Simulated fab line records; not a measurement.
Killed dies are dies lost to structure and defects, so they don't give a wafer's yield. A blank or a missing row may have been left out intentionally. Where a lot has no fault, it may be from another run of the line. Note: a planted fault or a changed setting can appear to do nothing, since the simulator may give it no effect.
Problem report in the 8D (eight disciplines) form, filled by code | flow gf180mcu | the parts of the form that need people (team, actions taken, sign-off) are left out

## 1. THE ISSUE
Wafers without a fault read 12.64 s, standard deviation 0.035; stripTimeToEndpointS at GF_VT_IMPLANT_STRIP_09 reads a mean of 12.01 s on 6 wafers belonging to 2 lots. That is -18 standard deviations from the usual mean.
The step: strips in O2/N2.
The first sign was on wafer L513.1 at day 7 10:19, on plasmaAsher-01. The record has a number at this step for 39 wafers belonging to 13 lots. By rule, "out" or "out of limits" means more than 4 standard deviations away from the usual mean. The rest of the wafers with a number are treated as sound.

## 2. WHAT IT IS AND WHAT IT IS NOT
question                    | is                             | is not
which readings at this step | stripTimeToEndpointS           | drypumpMotorCurrentA, o2FlowSccm, oesProductAu
which lots                  | L513, L515                     | L506, L509, L510, L511, L512, L514, L522, L526, L527, L528, L529
which wafers of those lots  | all that have a number         | -
read on which tools         | plasmaAsher-01, plasmaAsher-04 | plasmaAsher-02
when                        | from day 7 10:19               | up to then (15 sound wafers); but 18 sound wafers of L514, L522, L526, L527, L528, L529 came after

## 3. WHAT RULES OUT EACH SUSPECT
Counting: a tool stays on the suspect list if, at a process step up to the reading, it processed all lots that are out and no sound lot following the first of them.
- lithoTrack-04 at GF_VT_IMPLANT_COAT_02 (resist thk 1000 nm): ruled out as a lasting fault. Following L513 (day 7 02:17), the first lot on it that is out, the sound lots L529 were run on it.
Left after counting: nothing in the record.

## 4. THE CAUSE (what the simulator had put in)
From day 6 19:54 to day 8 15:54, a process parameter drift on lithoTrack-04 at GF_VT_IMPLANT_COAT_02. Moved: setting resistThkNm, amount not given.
Counting ruled it out, wrongly: the rule takes a fault to strike every lot that its tool runs from its start on, and this one did not.

## 5. THE CHAIN OF EFFECTS, in route order
Each row: a reading whose mean over the struck wafers that have a number lies more than 3 standard deviations from the usual. Scope: only readings with a usual standard deviation given in the record; hours: median across lots of the time from each lot's start at the first step in this table that gives one to its start at this step; sigmas: change in usual standard deviations.
hours | step                   | reading              | usual   | on struck wafers | change | sigmas
0     | GF_VT_IMPLANT_STRIP_09 | stripTimeToEndpointS | 12.64 s | 12.01            | -0.63  | -18
It contains these process steps:
- GF_VT_IMPLANT_STRIP_09: strips in O2/N2.
Later steps that measure or inspect, where all struck wafers having a row at the step show a number for every such reading and not one has moved that far: GF_HV_LDD_OVL_MEAS_08.

## 6. WHAT WOULD HAVE CAUGHT IT SOONER
14 hours passed between the start of the fault at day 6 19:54 and the first reading out of limits in this record, taken at day 7 10:19.
